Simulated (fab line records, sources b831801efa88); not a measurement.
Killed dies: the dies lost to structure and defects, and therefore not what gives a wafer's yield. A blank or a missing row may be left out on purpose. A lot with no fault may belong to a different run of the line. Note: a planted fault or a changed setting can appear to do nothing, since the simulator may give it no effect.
Which tool was responsible? + flow gf180mcu + 33 wafers from 11 lots sampled at 5 of the route's 602 steps

WHAT THE GAUGES READ, wafer by wafer
GF_M3_CD_MEAS_14: the cd target is 280 nm.
| lot  | measured     | on        | cd-nm (nm)        |
|------|--------------|-----------|-------------------|
| L611 | day 21 08:23 | cd-sem-02 | 281.3 280.3 279.8 |
| L612 | day 21 17:29 | cd-sem-02 | 280.2 278.5 279.2 |
| L614 | day 22 10:10 | cd-sem-02 | 277.9 278.6 276.8 |
| L615 | day 22 20:47 | cd-sem-01 | 282.8 282.0 281.4 |
| L630 | day 27 18:48 | cd-sem-01 | 279.5 279.0 279.4 |
| L632 | day 28 08:49 | cd-sem-02 | 279.5 279.4 280.1 |
| L633 | day 28 16:29 | cd-sem-02 | 280.6 280.9 280.6 |
| L634 | day 29 02:44 | cd-sem-02 | 280.7 280.8 279.4 |

WHAT TOOL EACH LOT RAN ON (gives the tool, then ch and the chambers of the sampled wafers, and finally the start)
| lot  | GF_V2_ETCH_16                      | GF_V2_ETCH_17                                 | GF_V2_STRIP_18                       | GF_V2_CMP_26                  |
|------|------------------------------------|-----------------------------------------------|--------------------------------------|-------------------------------|
| L611 | rie-diel-02 ch 0,1, day 20 06:17   | rie-diel-02 ch 0,1, day 20 06:27 or earlier   | plasma-asher-03 ch 0,1, day 20 06:27 | cmp-01 ch 0,2, day 20 07:26   |
| L612 | rie-diel-03 ch 0,2, day 20 15:53   | rie-diel-03 ch 0,2, day 20 16:03 or earlier   | plasma-asher-03 ch 0,1, day 20 16:03 | cmp-02 ch 0,1,2, day 20 17:00 |
| L614 | rie-diel-03 ch 1,3, day 21 09:33   | rie-diel-03 ch 1,3, day 21 09:41 or earlier   | plasma-asher-02 ch 0,1, day 21 09:41 | cmp-01 ch 2,3, day 21 10:36   |
| L615 | rie-diel-03 ch 0,1, day 21 20:04   | rie-diel-03 ch 0,1, day 21 20:12 or earlier   | plasma-asher-03 ch 0,1, day 21 20:12 | cmp-01 ch 0,1,3, day 21 21:32 |
| L622 | rie-diel-03 ch 0,3, day 24 04:20   | rie-diel-03 ch 0,3, day 24 04:28 or earlier   | plasma-asher-02 ch 0,1, day 24 04:28 | cmp-01 ch 0,1,3, day 24 07:34 |
| L623 | rie-diel-01 ch 0,2,3, day 24 14:15 | rie-diel-01 ch 0,2,3, day 24 14:22 or earlier | plasma-asher-01 ch 0,1, day 24 14:22 | cmp-02 ch 0,1, day 24 15:25   |
| L624 | rie-diel-03 ch 2,3, day 24 19:07   | rie-diel-03 ch 2,3, day 24 19:17 or earlier   | plasma-asher-01 ch 0,1, day 24 19:17 | cmp-02 ch 2,3, day 24 20:15   |
| L630 | rie-diel-01 ch 2,3, day 26 21:38   | rie-diel-01 ch 2,3, day 26 21:48 or earlier   | plasma-asher-02 ch 0,1, day 26 21:48 | cmp-02 ch 0,1, day 26 22:50   |
| L632 | rie-diel-02 ch 1,2,3, day 27 11:22 | rie-diel-02 ch 1,2,3, day 27 11:32 or earlier | plasma-asher-01 ch 0,1, day 27 11:32 | cmp-01 ch 0,2,3, day 27 12:35 |
| L633 | rie-diel-01 ch 1,2,3, day 27 19:35 | rie-diel-01 ch 1,2,3, day 27 19:43 or earlier | plasma-asher-03 ch 0,1, day 27 19:43 | cmp-01 ch 0,1,3, day 27 20:50 |
| L634 | rie-diel-03 ch 0,3, day 28 05:43   | rie-diel-03 ch 0,3, day 28 05:53 or earlier   | plasma-asher-02 ch 0,1, day 28 05:53 | cmp-01 ch 1,2,3, day 28 06:47 |
- GF_V2_ETCH_16: etches BARC in N2/H2.
- GF_V2_ETCH_17: etches SiO2 in C4F8/O2/Ar, stops on TiN, target depth 630 nm.
- GF_V2_STRIP_18: strips in O2/N2.
- GF_V2_CMP_26: polishes, stops on SiO2, t overpolish 15 s, target thk 0 nm.

THE ANSWER, worked out from the rows above alone
Rule: usual is defined by the lots themselves. Put in order of their means at a reading, lots are off if they are a third of the lots or fewer, leave a main group of 4 or more, and stand apart from it by a gap of 3 or more times the standard deviation of the main group's means; of several such gaps the widest counts. Not used: any main group whose means are identical at the precision the tables above print for the reading. A lot without any number at a reading at which 4 lots or more have one is off too. Where the step has rows for the other lots, those lots are counted as sound.
No lot is off at any reading shown: from this, nothing can be told.

WHAT WAS PUT IN BY THE SIMULATOR
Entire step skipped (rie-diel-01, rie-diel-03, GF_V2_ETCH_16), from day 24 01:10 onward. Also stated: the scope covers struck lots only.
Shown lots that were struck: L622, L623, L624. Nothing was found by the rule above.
